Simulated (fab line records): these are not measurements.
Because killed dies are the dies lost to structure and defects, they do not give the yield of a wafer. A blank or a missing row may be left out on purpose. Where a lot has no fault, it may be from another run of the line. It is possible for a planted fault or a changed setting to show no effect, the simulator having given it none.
2 desks, one fault | flow gf180mcu | only its own numbers are on each desk; what lay behind them is given at the end

FOR THE TOOL OWNER'S DESK: implanter-01
The tool's own readings at GF_NWELL_IMPLANT_08, given as means over the sampled wafers that have a number, one for each lot that went through this tool. Any lot whose mean is over 4 standard deviations away from the usual mean is out of limits and marked OUT; that distance is given in the brackets.
Columns: A = dose ions cm2 at GF_NWELL_IMPLANT_08, usual 1.4996e+13; B = faraday current uA at GF_NWELL_IMPLANT_08, usual 84.5
lot  | first seen here | A                            | B
L199 | day 3 07:17     | 1.4990e+13                   | 85.1
L204 | day 4 11:54     | 1.4990e+13                   | 83.9
L206 | day 4 21:24     | 2.1644e+13 (+99 or more) OUT | 122.4 (+20) OUT
L209 | day 5 15:30     | 2.1648e+13 (+99 or more) OUT | 122.4 (+20) OUT
Finding of this desk: L206, L209 out of limits; the first was L206 at day 4 21:24, on dose ions cm2 at GF_NWELL_IMPLANT_08. L199, L204 stayed within limits.

THE METROLOGY DESK
What the gauges read for every lot (on any tool): the sampled wafers with a number, averaged. Any lot whose mean is over 4 standard deviations away from the usual mean is out of limits and marked OUT; that distance is given in the brackets.
Columns: A = NWELL_TW at GF_NWELL_TW_MEAS_11, usual 1563; B = MVSD_OVL at GF_MVSD_OVL_MEAS_07, usual -0.3 nm; C = NWELL_RS at GF_VT_IMPLANT_RS_MEAS_47, usual 488.2 ohm/sq
lot  | first seen here | A              | B    | C
L199 | day 3 07:41     | 1572           | -0.7 | 488.1
L200 | day 3 14:02     | 1559           | -0.9 | 487.3
L201 | day 3 17:26     | 1565           | -0.1 | 487.7
L204 | day 4 12:18     | 1563           | -2.1 | 488.3
L206 | day 4 21:48     | 1736 (+16) OUT | -0.3 | 402.6 (-71) OUT
L207 | day 5 02:48     | 1559           | 0.5  | 489.3
L209 | day 5 15:54     | 1741 (+16) OUT | -2.0 | 403.3 (-71) OUT
L212 | day 6 06:54     | 1560           | 0.5  | 488.0
L214 | day 6 17:21     | 1569           | 0.2  | 488.0
L216 | day 7 04:31     | 1582           | 1.1  | 487.9
L217 | day 7 09:46     | 1546           | 0.9  | 490.1
L220 | day 8 03:44     | 1546           | -1.0 | 488.3
L221 | day 8 08:51     | 1577           | -0.4 | 489.2
This desk finds L206, L209 out of limits, with the earliest case on L206 at day 4 21:48 (NWELL_TW at GF_NWELL_TW_MEAS_11). L199, L200, L201, L204, L207, L212, L214, L216, L217, L220, L221 stayed within limits.

PUT TOGETHER
The tool owner's desk had the chance to raise an alarm at day 4 21:24 on L206, L209.
The metrology desk could have raised an alarm at day 4 21:48, on L206, L209.
Of the lots named, all ran GF_NWELL_IMPLANT_08 on implanter-01.

WHAT THE SIMULATOR HAD INSERTED
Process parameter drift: implanter-01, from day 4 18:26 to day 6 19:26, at GF_NWELL_IMPLANT_08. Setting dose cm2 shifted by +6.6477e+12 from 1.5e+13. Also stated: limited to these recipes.
Shown lots that were struck: L206, L209.
Hours from the fault's start to each desk's first reading out of limits: the tool owner's desk, 3; the metrology desk, 3.
